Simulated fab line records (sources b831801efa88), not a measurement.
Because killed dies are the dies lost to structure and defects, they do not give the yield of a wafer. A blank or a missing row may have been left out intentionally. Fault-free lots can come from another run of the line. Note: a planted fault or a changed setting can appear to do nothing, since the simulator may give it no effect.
Which tool did it? | flow sfq line | 14 lots, 42 wafers sampled, at 5 steps of a route of 325

== WHAT THE GAUGES SHOWED, per wafer ==
SFQ_M6_OVL_MEAS_940.
lot  | measured     | on         | M6_OVL (nm)
L926 | day 56 15:13 | overlay-02 | 6 3 -3
L928 | day 57 06:50 | overlay-02 | -7 1 7
L930 | day 58 03:02 | overlay-02 | 1 0 13
L931 | day 58 09:01 | overlay-01 | 7 -1 1
L932 | day 58 16:13 | overlay-01 | -6 0 -11
L933 | day 59 08:41 | overlay-02 | 7 6 -4
L934 | day 59 17:05 | overlay-02 | 6 3 8
L939 | day 60 12:17 | overlay-02 | 9 11 14
L943 | day 61 13:26 | overlay-01 | -6 1 3
L944 | day 61 17:02 | overlay-01 | 14 0 0
L946 | day 62 05:17 | overlay-01 | 22 23 11
L947 | day 62 07:26 | overlay-01 | 0 10 7
L948 | day 62 11:02 | overlay-01 | 10 2 2
L949 | day 62 18:14 | overlay-01 | 4 -2 -3

== WHICH TOOL RAN EACH LOT (tool, then ch and the chambers of the sampled wafers, then the start) ==
lot  | SFQ_TRILAYER_R5_BARC_OPEN_METAL_ETCH_177 | SFQ_TRILAYER_A5C_DEP_PECVD_142  | SFQ_TRILAYER_C5_ETCH_VIA_ETCH_154  | SFQ_TRILAYER_M6_DEP_SPUTTER_157
L926 | rie metal-04 ch 0,1, day 50 03:36        | pecvd-01 ch 0,1, day 50 04:29   | rie diel-01 ch 0,1,2, day 55 00:41 | pvd sputter-03, day 55 01:32
L928 | rie metal-02 ch 0, day 51 01:18          | pecvd-04 ch 1,2, day 51 02:11   | rie diel-02 ch 0,2,3, day 55 22:17 | pvd sputter-03, day 55 23:08
L930 | rie metal-02 ch 0,1, day 52 09:31        | pecvd-01 ch 0,1,2, day 52 10:23 | rie diel-02 ch 1,2, day 56 23:02   | pvd sputter-03, day 56 23:53
L931 | rie metal-02 ch 1, day 52 17:54          | pecvd-01 ch 0,1,2, day 52 18:47 | rie diel-02 ch 0,2, day 57 06:25   | pvd sputter-04, day 57 07:16
L932 | rie metal-02 ch 0,1, day 53 07:06        | pecvd-04 ch 0,1,2, day 53 08:10 | rie diel-02 ch 0,1,3, day 57 14:38 | pvd sputter-04, day 57 15:29
L933 | rie metal-02 ch 0,1, day 53 20:19        | pecvd-04 ch 0,1, day 53 21:11   | rie diel-01 ch 0,1,3, day 58 11:26 | pvd sputter-06, day 58 12:30
L934 | rie metal-04 ch 0,1, day 54 04:20        | pecvd-04 ch 1,2, day 54 05:14   | rie diel-01 ch 0,1,3, day 58 18:38 | pvd sputter-06, day 58 19:31
L939 | rie metal-01 ch 0,1, day 55 11:27        | pecvd-04 ch 0,1, day 55 12:20   | rie diel-01 ch 0,3, day 59 23:14   | pvd sputter-06, day 60 00:05
L943 | rie metal-02 ch 0,1, day 56 14:55        | pecvd-02 ch 0,1,2, day 56 15:48 | rie diel-03 ch 1,2,3, day 60 23:14 | pvd sputter-03, day 61 00:05
L944 | rie metal-04 ch 0,1, day 56 19:24        | pecvd-02 ch 0,1, day 56 20:17   | rie diel-01 ch 1,2,3, day 61 04:47 | pvd sputter-06, day 61 06:14
L946 | rie metal-01 ch 0,1, day 57 13:24        | pecvd-01 ch 0,2, day 57 14:17   | rie diel-02 ch 0,1,3, day 61 20:23 | pvd sputter-03, day 61 21:50
L947 | rie metal-01 ch 0,1, day 57 15:48        | pecvd-01 ch 0,1, day 57 16:41   | rie diel-01 ch 1,2,3, day 61 22:47 | pvd sputter-06, day 61 23:38
L948 | rie metal-01 ch 0,1, day 57 19:25        | pecvd-04 ch 0,1, day 57 20:17   | rie diel-01 ch 0,1, day 62 03:35   | pvd sputter-06, day 62 04:26
L949 | rie metal-01 ch 0,1, day 58 03:55        | pecvd-04 ch 0,1,2, day 58 04:47 | rie diel-01 ch 0,2,3, day 62 11:59 | pvd sputter-06, day 62 12:50
- SFQ_TRILAYER_R5_BARC_OPEN_METAL_ETCH_177: etches BARC in O2, target depth 125 nm, time 41.7 s.
- SFQ_TRILAYER_A5C_DEP_PECVD_142: deposits SiO2 from SiH4/N2O, time 15.556 s, target thk 70 nm.
- SFQ_TRILAYER_C5_ETCH_VIA_ETCH_154: etches SiO2 in CHF3, stops on Nb, target depth 84 nm.
- SFQ_TRILAYER_M6_DEP_SPUTTER_157: material Nb, target thk 200 nm, time 133.3 s.

== WHAT THE TOOLS THEMSELVES READ (means of the sampled wafers that have a number; where no wafer has one, the mark that the record gives instead) ==
SFQ_TRILAYER_R5_BARC_OPEN_METAL_ETCH_177.
lot  | tool         | drypump motor current A (A) | oes product au (a.u.)
L926 | rie metal-04 | 5.91                        | 0.686
L928 | rie metal-02 | 5.56                        | 0.684
L930 | rie metal-02 | 5.72                        | 0.690
L931 | rie metal-02 | 5.77                        | 0.685
L932 | rie metal-02 | 5.70                        | 0.686
L933 | rie metal-02 | 5.72                        | 0.684
L934 | rie metal-04 | 5.92                        | 0.686
L939 | rie metal-01 | 6.25                        | 0.684
L943 | rie metal-02 | 5.64                        | 0.683
L944 | rie metal-04 | 5.91                        | 0.685
L946 | rie metal-01 | 6.27                        | 0.682
L947 | rie metal-01 | 6.26                        | 0.687
L948 | rie metal-01 | 6.28                        | 0.688
L949 | rie metal-01 | 6.22                        | 0.685

SFQ_TRILAYER_A5C_DEP_PECVD_142.
lot  | tool     | heater power w (W) | throttle valve pct (%)
L926 | pecvd-01 | 74                 | 26.9
L928 | pecvd-04 | 77                 | 23.8
L930 | pecvd-01 | 86                 | 26.3
L931 | pecvd-01 | 82                 | 26.4
L932 | pecvd-04 | 89                 | 24.7
L933 | pecvd-04 | 76                 | 24.9
L934 | pecvd-04 | 83                 | 24.0
L939 | pecvd-04 | 86                 | 25.0
L943 | pecvd-02 | 59                 | 25.3
L944 | pecvd-02 | 64                 | 25.5
L946 | pecvd-01 | 87                 | 22.8
L947 | pecvd-01 | 89                 | 23.0
L948 | pecvd-04 | 71                 | 24.3
L949 | pecvd-04 | 86                 | 25.0

SFQ_TRILAYER_C5_ETCH_VIA_ETCH_154.
lot  | tool        | drypump motor current A (A) | oes product au (a.u.)
L926 | rie diel-01 | 5.7                         | 0.899
L928 | rie diel-02 | 6.1                         | 0.901
L930 | rie diel-02 | 5.7                         | 0.908
L931 | rie diel-02 | 5.7                         | 0.901
L932 | rie diel-02 | 6.0                         | 0.905
L933 | rie diel-01 | 5.6                         | 0.904
L934 | rie diel-01 | 5.6                         | 0.927
L939 | rie diel-01 | 5.2                         | 0.936
L943 | rie diel-03 | 5.8                         | 0.895
L944 | rie diel-01 | 6.1                         | 0.889
L946 | rie diel-02 | 5.9                         | 0.895
L947 | rie diel-01 | 6.1                         | 0.883
L948 | rie diel-01 | 5.3                         | 0.898
L949 | rie diel-01 | 5.7                         | 0.896

SFQ_TRILAYER_M6_DEP_SPUTTER_157.
lot  | tool           | substrate temp c (C) | throttle valve pct (%)
L926 | pvd sputter-03 | 20.00                | 30.6
L928 | pvd sputter-03 | 19.99                | 30.3
L930 | pvd sputter-03 | 19.93                | 30.6
L931 | pvd sputter-04 | 20.17                | 29.9
L932 | pvd sputter-04 | 19.98                | 29.5
L933 | pvd sputter-06 | 19.97                | 29.2
L934 | pvd sputter-06 | 20.06                | 29.2
L939 | pvd sputter-06 | 20.13                | 28.6
L943 | pvd sputter-03 | 20.07                | 30.2
L944 | pvd sputter-06 | 19.96                | 29.1
L946 | pvd sputter-03 | 20.01                | 30.2
L947 | pvd sputter-06 | 19.99                | 28.7
L948 | pvd sputter-06 | 19.92                | 28.7
L949 | pvd sputter-06 | 19.94                | 28.6

== THE ANSWER, worked out from the rows above alone ==
Rule: what is usual is taken from the lots themselves. The widest of any qualifying gaps counts: lots, ordered by their means at a reading, are off when they make up no more than a third of the lots, leave a main group of 4 or more, and stand apart from it by 3 or more times the standard deviation of that group's means. The tables above print the reading to a certain number of digits; a main group whose means all agree to those digits is not used. Also off: a lot with no number at a reading for which 4 or more lots have one. All remaining lots with rows at the step are treated as sound. The gauges are gone through in route order, then the tools' own readings, and for those a lot's mean is taken as printed above. The first step at which some lot is off is used, and at that step the reading that is off furthest; a lot without a number counts as furthest.
None of the lots is off at any reading shown; this tells nothing.

== WHAT THE SIMULATOR PUT IN ==
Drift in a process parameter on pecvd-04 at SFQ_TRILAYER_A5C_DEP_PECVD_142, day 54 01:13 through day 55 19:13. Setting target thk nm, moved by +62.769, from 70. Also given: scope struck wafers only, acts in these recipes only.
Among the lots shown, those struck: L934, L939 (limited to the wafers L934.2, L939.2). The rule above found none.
